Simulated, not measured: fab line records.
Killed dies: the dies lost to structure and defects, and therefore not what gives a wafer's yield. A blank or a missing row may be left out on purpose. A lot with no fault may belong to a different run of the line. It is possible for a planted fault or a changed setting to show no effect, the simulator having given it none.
One fault through the eyes of 2 desks :: flow gf180mcu :: only its own numbers are on each desk; what lay behind them is given at the end

== METROLOGY DESK ==
Means of the sampled wafers that have a number, per lot and without regard to the tool the lot ran on: this is what the gauges read. Any lot whose mean is over 4 standard deviations away from the usual mean is out of limits and marked OUT; that distance is given in the brackets.
Columns: A = STI_CVD_03_THK at GF_STI_THK_MEAS_04, usual 206.7 nm
lot: L412
first seen here: day 1 18:34
A: 206.2

lot: L413
first seen here: day 1 23:34
A: 207.9

lot: L414
first seen here: day 2 04:34
A: 205.4

lot: L415
first seen here: day 2 09:34
A: 205.2

lot: L416
first seen here: day 2 14:35
A: 208.4

lot: L418
first seen here: day 3 00:40
A: 206.3

lot: L419
first seen here: day 3 06:47
A: 201.6

lot: L421
first seen here: day 3 15:35
A: 204.9

lot: L423
first seen here: day 4 01:34
A: 207.1

lot: L424
first seen here: day 4 06:34
A: 205.8

lot: L426
first seen here: day 4 16:35
A: 209.3

lot: L428
first seen here: day 5 02:34
A: 194.4 (-5.9) OUT

lot: L433
first seen here: day 6 04:49
A: 207.2
Per this desk, out of limits: L428; the first was L428, day 5 02:34 (STI_CVD_03_THK at GF_STI_THK_MEAS_04). In limits: L412, L413, L414, L415, L416, L418, L419, L421, L423, L424, L426, L433.

== THE TOOL OWNER'S DESK: lpcvd-02 ==
The tool's own readings at GF_STI_CVD_03 (deposits Si3N4 from DCS/NH3, target thk 207.16 nm, time 3551 s): means of the sampled wafers that have a number, for each lot that ran on this tool. Any lot whose mean is over 4 standard deviations away from the usual mean is out of limits and marked OUT; that distance is given in the brackets.
Columns: A = spike tc centre C at GF_STI_CVD_03, usual 771.4 C; B = spike tc upper C at GF_STI_CVD_03, usual 769.4 C; C = zone power centre pct at GF_STI_CVD_03, usual 14.3 %; D = zone power upper pct at GF_STI_CVD_03, usual 13.6 %
lot: L412
first seen here: day 1 16:34
A: 770.3
B: 769.1
C: 15.0
D: 14.9

lot: L413
first seen here: day 1 21:34
A: 772.5
B: 769.5
C: 14.3
D: 13.5

lot: L414
first seen here: day 2 02:34
A: 769.8
B: 769.4
C: 14.9
D: 15.0

lot: L418
first seen here: day 2 22:40
A: 770.7
B: 768.8
C: 14.9
D: 15.0

lot: L421
first seen here: day 3 13:34
A: 769.6
B: 768.4
C: 14.9
D: 15.0

lot: L423
first seen here: day 3 23:34
A: 772.5
B: 768.9
C: 14.0
D: 13.6

lot: L428
first seen here: day 5 00:34
A: 752.5 (-15) OUT
B: 773.5
C: 8.8 (-11) OUT
D: 16.2
Finding of this desk: L428 out of limits; the first was L428 at day 5 00:34, on spike tc centre C at GF_STI_CVD_03. In limits: L412, L413, L414, L418, L421, L423.

== TAKEN TOGETHER ==
On L428, at day 5 00:34, an alarm was possible from the tool owner's desk.
L428 would have let the metrology desk raise an alarm at day 5 02:34.
On lpcvd-02, each named lot ran GF_STI_CVD_03.

== WHAT THE SIMULATOR HAD INSERTED ==
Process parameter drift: lpcvd-02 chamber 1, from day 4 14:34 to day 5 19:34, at GF_STI_CVD_03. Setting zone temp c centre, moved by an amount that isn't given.
Lots struck among those shown: L428.
Hours from the fault's start to each desk's first reading out of limits: the tool owner's desk, 10; the metrology desk, 12.
